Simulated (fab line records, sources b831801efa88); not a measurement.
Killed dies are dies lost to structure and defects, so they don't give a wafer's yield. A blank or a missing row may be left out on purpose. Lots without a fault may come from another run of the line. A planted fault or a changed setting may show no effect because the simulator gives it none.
Chamber matching | flow gf180mcu | GF_V1_CMP_26 on cmp-01: 4 sister chambers
The step polishes, stops on SiO2, t overpolish 15 s, target thk 0 nm. 8 wafers are shown with their chamber, then 8 later ones without.

WAFERS WITH THEIR CHAMBER
wafer  | chamber | motor_current_A (A) | overpolish_run_s (s)
L076.3 | 3       | 10.3                | 14.989
L077.1 | 1       | 13.2                | 14.994
L077.2 | 3       | 10.0                | 15.001
L077.3 | 0       | 11.5                | 15.001
L077.4 | 2       | 9.8                 | 15.022
L077.5 | 1       | 13.6                | 15.007
L077.6 | 0       | 10.8                | 15.009
L078.1 | 2       | 9.8                 | 14.998

WAFERS WITHOUT THEIR CHAMBER
wafer  | motor_current_A (A) | overpolish_run_s (s)
L078.5 | 10.2                | 14.985
L078.6 | 10.6                | 15.010
L081.3 | 13.8                | 15.015
L081.4 | 10.5                | 14.972
L081.5 | 13.5                | 15.004
L083.1 | 10.3                | 14.994
L083.3 | 9.8                 | 15.001
L083.4 | 13.7                | 14.989

WHICH CHAMBER EACH WENT THROUGH
wafer  | from the rows above          | in truth
L078.5 | can't be placed: 3 or 2      | 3
L078.6 | can't be placed: 0 or 3 or 2 | 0
L081.3 | 1                            | 1
L081.4 | can't be placed: 3 or 0 or 2 | 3
L081.5 | 1                            | 1
L083.1 | can't be placed: 3 or 2      | 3
L083.3 | can't be placed: 2 or 3      | 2
L083.4 | 1                            | 1
Placed correctly: 3 of 8. Can't be placed from these rows: 5 (the true chamber is among the candidates in 5). Placed wrongly: 0.
How it was worked out, from the rows above alone: a wafer's distance from a chamber is the root of the sum, over the readings, of the square of ((its reading less the chamber's mean) divided by the reading's scatter). The wafer belongs to the nearest chamber; if the next one is less than 2 further off, it can't be placed. A chamber's mean is the mean of its shown wafers. The scatter: the root of (the sum of the squares of (reading less its chamber's mean) over the shown wafers, divided by (wafers less chambers)).
